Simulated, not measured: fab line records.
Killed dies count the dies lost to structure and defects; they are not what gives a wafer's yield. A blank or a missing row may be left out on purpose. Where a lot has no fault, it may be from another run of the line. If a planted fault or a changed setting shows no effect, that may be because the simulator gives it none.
Tool commonality check + flow gf180mcu + Sample size 12 lots and 35 wafers

REASON FOR OPENING
Of 12 lots, 2 have the reading V5_W_RS flagged at GF_V5_RS_MEAS_24. Fault-free wafers read 0.328 ohm/sq, with a standard deviation of 0.0036.
Rule: a lot is flagged when every wafer of it that has a number lies more than 4 standard deviations from that mean, or none has a number. The other lots count as sound.

| lot  | measured     | on            | V5_W_RS (ohm/sq), wafer by wafer | flag    |
|------|--------------|---------------|----------------------------------|---------|
| L433 | day 27 11:04 | film-metro-02 | 0.327 0.327 0.330                |         |
| L434 | day 27 14:57 | film-metro-04 | 0.330 0.330 0.331                |         |
| L435 | day 28 04:34 | film-metro-02 | 0.330 0.325 0.330                |         |
| L436 | day 28 10:06 | film-metro-04 | 0.328 0.327 0.327                |         |
| L437 | day 28 21:55 | film-metro-04 | 0.327 0.323 0.326                |         |
| L442 | day 30 03:32 | film-metro-02 | 0.590 0.584                      | FLAGGED |
| L443 | day 30 11:58 | film-metro-04 | 0.326 0.325 0.325                |         |
| L444 | day 30 15:45 | film-metro-02 | 0.602 0.599 0.592                | FLAGGED |
| L448 | day 31 14:23 | film-metro-03 | 0.329 0.331 0.330                |         |
| L449 | day 32 13:58 | film-metro-04 | 0.325 0.329 0.327                |         |
| L450 | day 32 13:59 | film-metro-02 | 0.336 0.330 0.330                |         |
| L455 | day 33 19:39 | film-metro-04 | 0.328 0.332 0.331                |         |
Average over the flagged lots: 0.593 ohm/sq; offset from the usual +0.265 ohm/sq, equal to +74 standard deviations.

WHICH TOOL EACH LOT WENT THROUGH
Before the reading, the record contains 2 process steps out of a 602-step route. In each cell: the tool, then ch and the chambers that the sampled wafers went through, then the start.
| lot  | flag    | GF_V5_CVD_02                    | GF_V5_CVD_23                  |
|------|---------|---------------------------------|-------------------------------|
| L433 |         | pecvd-02 ch 0,1,2, day 26 13:12 | cvd-w-01 ch 0,1, day 27 10:56 |
| L434 |         | pecvd-02 ch 0,1,2, day 26 16:44 | cvd-w-01 ch 0,1, day 27 14:49 |
| L435 |         | pecvd-02 ch 0,1, day 27 07:35   | cvd-w-02 ch 0,1, day 28 04:28 |
| L436 |         | pecvd-02 ch 0,1,2, day 27 12:56 | cvd-w-01 ch 1, day 28 09:59   |
| L437 |         | pecvd-03 ch 1,2, day 28 01:16   | cvd-w-02 ch 1, day 28 21:46   |
| L442 | FLAGGED | pecvd-02 ch 0,2, day 29 07:15   | cvd-w-01 ch 0,1, day 30 03:26 |
| L443 |         | pecvd-02 ch 0,1,2, day 29 15:43 | cvd-w-02 ch 0,1, day 30 11:50 |
| L444 | FLAGGED | pecvd-03 ch 0,2, day 29 19:53   | cvd-w-01 ch 0,1, day 30 15:38 |
| L448 |         | pecvd-01 ch 1,2, day 30 19:14   | cvd-w-02 ch 0,1, day 31 14:17 |
| L449 |         | pecvd-02 ch 0,1,2, day 31 18:49 | cvd-w-02 ch 0,1, day 32 13:44 |
| L450 |         | pecvd-01 ch 0,1,2, day 31 19:58 | cvd-w-02 ch 0,1, day 32 13:49 |
| L455 |         | pecvd-03 ch 1,2, day 33 02:35   | cvd-w-01 ch 0,1, day 33 19:32 |
What these steps do:
- GF_V5_CVD_02: deposits SiO2 from TEOS, target thk 1450 nm, time 163.28 s.
- GF_V5_CVD_23: deposits W, target thk 350 nm, time 104.9 s.
- GF_V5_RS_MEAS_24: measures by four-point-probe.

FLAGGED AGAINST TOTAL, ONE TOOL AT A TIME (gauges that did the reading follow at the end)
| step             | tool          | lots run | flagged | share of the flagged lots | sound lots run after its first flagged lot |
|------------------|---------------|----------|---------|---------------------------|--------------------------------------------|
| GF_V5_CVD_02     | pecvd-01      | 2        | 0       | none                      | -                                          |
| GF_V5_CVD_02     | pecvd-02      | 7        | 1       | some                      | 2 (L443,L449)                              |
| GF_V5_CVD_02     | pecvd-03      | 3        | 1       | some                      | 1 (L455)                                   |
| GF_V5_CVD_23     | cvd-w-01      | 6        | 2       | all                       | 1 (L455)                                   |
| GF_V5_CVD_23     | cvd-w-02      | 6        | 0       | none                      | -                                          |
| GF_V5_RS_MEAS_24 | film-metro-02 | 5        | 2       | all                       | 1 (L450)                                   |
| GF_V5_RS_MEAS_24 | film-metro-03 | 1        | 0       | none                      | -                                          |
| GF_V5_RS_MEAS_24 | film-metro-04 | 6        | 0       | none                      | -                                          |

THE TABLE: WHAT IT ALLOWS
In 2 table rows, all flagged lots were run: cvd-w-01 (GF_V5_CVD_23), film-metro-02 (GF_V5_RS_MEAS_24).
- cvd-w-01 at GF_V5_CVD_23: 2 of its 6 lots flagged. After the first flagged lot (L455), sound lots still ran on it; a lasting fault on the whole tool would not permit that.
- film-metro-02 at GF_V5_RS_MEAS_24: 2 of its 5 lots flagged. After the first flagged lot (L450), sound lots still ran on it; a lasting fault on the whole tool would not permit that.
Not one row of the table ran every flagged lot while running no sound lot after the first.

WHAT THE SIMULATOR PUT IN
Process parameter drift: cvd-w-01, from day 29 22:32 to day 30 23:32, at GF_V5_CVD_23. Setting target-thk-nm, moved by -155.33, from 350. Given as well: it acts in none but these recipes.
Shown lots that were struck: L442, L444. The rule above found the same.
